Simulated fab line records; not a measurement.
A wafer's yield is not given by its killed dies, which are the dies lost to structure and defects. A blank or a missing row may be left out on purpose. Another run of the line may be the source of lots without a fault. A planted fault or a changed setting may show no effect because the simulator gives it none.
Which tool is to blame? -- flow gf180mcu -- Sampling: 15 lots, 45 wafers, 3 of 602 route steps

## WHAT THE GAUGES READ, wafer by wafer
GF_V1_THK_MEAS_01. Usual: for V1_CVD_00_THK the level is 598 nm and the standard deviation is 5.8.
lot,measured,on,V1_CVD_00_THK (nm),flag
L807,day 17 09:23,film_metro-02,598 599 600,
L808,day 17 16:49,film_metro-04,601 597 604,
L809,day 18 06:40,film_metro-03,598 597 594,
L813,day 19 10:49,film_metro-02,596 590 590,
L814,day 19 23:28,film_metro-03,585 585 585,
L815,day 20 05:59,film_metro-03,596 601 600,
L816,day 20 10:25,film_metro-03,600 601 599,
L817,day 20 18:40,film_metro-02,604 595 596,
L818,day 21 03:49,film_metro-02,602 607 601,
L824,day 23 10:20,film_metro-02,590 589 589,
L825,day 23 14:41,film_metro-02,601 598 600,
L826,day 23 22:59,film_metro-04,601 606 604,
L827,day 24 08:31,film_metro-02,606 599 595,
L828,day 24 15:50,film_metro-04,596 586 598,
L830,day 24 23:37,film_metro-02,600 605 613,

## WHICH TOOL RAN EACH LOT (tool, then ch and the chambers of the sampled wafers, then the start)
lot,GF_M1_SPUTTER_01,GF_M1_SPUTTER_02
L807,"pvd_sputter-04, day 16 09:29","pvd_sputter-04, day 16 09:31"
L808,"pvd_sputter-02, day 16 16:58","pvd_sputter-02, day 16 17:01"
L809,"pvd_sputter-04, day 17 06:32","pvd_sputter-04, day 17 06:34"
L813,"pvd_sputter-01, day 18 09:46","pvd_sputter-01, day 18 09:48"
L814,"pvd_sputter-04, day 18 21:59","pvd_sputter-04, day 18 22:01"
L815,"pvd_sputter-04, day 19 04:47","pvd_sputter-04, day 19 04:49"
L816,"pvd_sputter-02, day 19 09:20","pvd_sputter-02, day 19 09:22"
L817,"pvd_sputter-04, day 19 18:35","pvd_sputter-04, day 19 18:37"
L818,"pvd_sputter-04, day 20 03:08","pvd_sputter-04, day 20 03:10"
L824,"pvd_sputter-02, day 22 09:58","pvd_sputter-02, day 22 09:59"
L825,"pvd_sputter-04, day 22 15:02","pvd_sputter-04, day 22 15:04"
L826,"pvd_sputter-01, day 22 22:52","pvd_sputter-01, day 22 22:53"
L827,"pvd_sputter-02, day 23 09:17","pvd_sputter-02, day 23 09:19"
L828,"pvd_sputter-01, day 23 17:10","pvd_sputter-01, day 23 17:11"
L830,"pvd_sputter-02, day 24 00:50","pvd_sputter-02, day 24 00:52"
- GF_M1_SPUTTER_01: material TiN, target thk 30 nm, time 25 s.
- GF_M1_SPUTTER_02: material AlCu, target thk 450 nm, time 23.9 s.

## WHAT THE TOOLS THEMSELVES READ (means of the sampled wafers that have a number; where no wafer has one, the mark that the record gives instead)
GF_M1_SPUTTER_01. Usual: cathode_dc_power_W 6500.0 W, standard deviation 1.2; chamber_pressure_pa 0.4000 Pa, standard deviation 0.00081; throttle_valve_pct 29.7 %, standard deviation 1.
lot,tool,cathode_dc_power_W (W),chamber_pressure_pa (Pa),throttle_valve_pct (%),flag
L807,pvd_sputter-04,6500.0,0.4004,29.4,
L808,pvd_sputter-02,6499.3,0.4003,29.3,
L809,pvd_sputter-04,6500.5,0.4001,30.0,
L813,pvd_sputter-01,6500.3,0.4001,30.7,
L814,pvd_sputter-04,6500.5,0.4006,29.8,
L815,pvd_sputter-04,6499.7,0.3996,29.3,
L816,pvd_sputter-02,6499.9,0.4007,28.9,
L817,pvd_sputter-04,6499.8,0.3998,29.8,
L818,pvd_sputter-04,6499.4,0.3996,28.9,
L824,pvd_sputter-02,6499.2,0.3999,28.7,
L825,pvd_sputter-04,6500.2,0.3999,29.7,
L826,pvd_sputter-01,6500.0,0.4007,29.2,
L827,pvd_sputter-02,6499.3,0.3994,28.7,
L828,pvd_sputter-01,6499.4,0.3994,29.7,
L830,pvd_sputter-02,6499.7,0.4007,29.6,

GF_M1_SPUTTER_02. Usual: cathode_dc_power_W 10600 W, standard deviation 1.9; chamber_pressure_pa 0.4001 Pa, standard deviation 0.00081; throttle_valve_pct 29.7 %, standard deviation 0.99.
lot,tool,cathode_dc_power_W (W),chamber_pressure_pa (Pa),throttle_valve_pct (%),flag
L807,pvd_sputter-04,10601,0.3992,29.3,
L808,pvd_sputter-02,10600,0.4003,29.2,
L809,pvd_sputter-04,10598,0.3997,30.0,
L813,pvd_sputter-01,10601,0.3997,30.6,
L814,pvd_sputter-04,10599,0.4000,29.9,
L815,pvd_sputter-04,10600,0.4003,29.1,
L816,pvd_sputter-02,10601,0.3989,28.8,
L817,pvd_sputter-04,10600,0.4001,30.0,
L818,pvd_sputter-04,10601,0.4000,28.8,
L824,pvd_sputter-02,10599,0.4001,28.7,
L825,pvd_sputter-04,10601,0.4002,29.9,
L826,pvd_sputter-01,10599,0.3997,29.4,
L827,pvd_sputter-02,10600,0.3999,28.7,
L828,pvd_sputter-01,10600,0.4000,29.7,
L830,pvd_sputter-02,10600,0.4007,29.6,

## THE ANSWER, worked out from the rows above alone
Rule: take the mean of a lot's wafers that have a number; if it is more than 3 standard deviations from the usual mean, the lot is off. Also off: a lot with no number at a reading for which 4 or more lots have one. The other lots that the step has rows for count as sound. First the gauges in route order, then the tools' own readings, where a lot's mean is used as printed above. At the first step where some lot is off, the reading lying furthest off is the one used; lots without a number count as furthest.
No lot is off on any of the readings shown, so nothing can be concluded from this.

## WHAT THE SIMULATOR HAD PUT IN
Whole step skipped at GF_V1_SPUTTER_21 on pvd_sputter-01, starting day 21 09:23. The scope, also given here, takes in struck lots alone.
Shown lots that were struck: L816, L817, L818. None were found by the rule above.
